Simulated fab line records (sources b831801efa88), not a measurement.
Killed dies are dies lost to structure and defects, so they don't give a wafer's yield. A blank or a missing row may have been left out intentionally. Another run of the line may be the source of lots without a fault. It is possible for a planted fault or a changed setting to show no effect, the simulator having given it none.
What tool caused it?	flow gf180mcu	Sampling: 6 lots, 18 wafers, 3 of 602 route steps

## WHAT THE GAUGES READ, wafer by wafer
GF_SAB_CD_MEAS_09: target cd 420 nm.
lot	measured	on	cdNm (nm)
L718	day 15 17:47	cdSem-02	420.1 419.3 420.1
L720	day 16 05:46	cdSem-02	421.0 421.5 422.2
L725	day 18 01:26	cdSem-02	425.0 427.8 423.4
L727	day 18 20:11	cdSem-02	420.5 422.0 421.8
L735	day 21 15:29	cdSem-02	437.3 432.9 434.9
L738	day 22 13:27	cdSem-01	419.5 420.3 420.1

## EACH LOT AND THE TOOL THAT RAN IT (in order: tool; ch and the chambers of the sampled wafers; start)
lot	GF_HV_LDD_STRIP_49	GF_SAB_EXPOSE_06
L718	plasmaAsher-01 ch 0,1, day 12 22:38	ilineStepper-02 ch 0, day 15 07:21
L720	plasmaAsher-03 ch 0,1, day 13 10:43	ilineStepper-02 ch 0, day 15 18:58
L725	plasmaAsher-04 ch 0,1, day 15 01:59	ilineStepper-01 ch 0, day 17 14:18
L727	plasmaAsher-03 ch 0,1, day 15 18:59	ilineStepper-01 ch 0, day 18 08:15
L735	plasmaAsher-01 ch 0,1, day 18 10:50	ilineStepper-01 ch 0, day 21 03:55
L738	plasmaAsher-04 ch 0,1, day 19 09:30	ilineStepper-02 ch 0, day 22 02:06
- GF_HV_LDD_STRIP_49: strips in O2/N2.
- GF_SAB_EXPOSE_06: exposes mask SAB, target cd 420 nm.

## THE ANSWER, worked out from the rows above alone
Rule: what is usual is taken from the lots themselves. Put in order of their means at a reading, lots are off if they are a third of the lots or fewer, leave a main group of 4 or more, and stand apart from it by a gap of 3 or more times the standard deviation of the main group's means; of several such gaps the widest counts. A main group whose means are all the same, to the digits that the tables above print for the reading, isn't used. Also off: a lot with no number at a reading for which 4 or more lots have one. All remaining lots with rows at the step are treated as sound.
Off: L735, at GF_SAB_CD_MEAS_09 (cdNm). Mean 421.6 nm and standard deviation 2 in the main group.
If a tool, at a process step before that reading, ran all the lots that are off and no sound lot after the first of them, it fits. Gauges at GF_SAB_CD_MEAS_09: tried the same way as those tools. Can't be told from this: 3 tools fit, plasmaAsher-01 at GF_HV_LDD_STRIP_49, ilineStepper-01 at GF_SAB_EXPOSE_06, cdSem-02 at GF_SAB_CD_MEAS_09.

## WHAT THE SIMULATOR HAD INSERTED
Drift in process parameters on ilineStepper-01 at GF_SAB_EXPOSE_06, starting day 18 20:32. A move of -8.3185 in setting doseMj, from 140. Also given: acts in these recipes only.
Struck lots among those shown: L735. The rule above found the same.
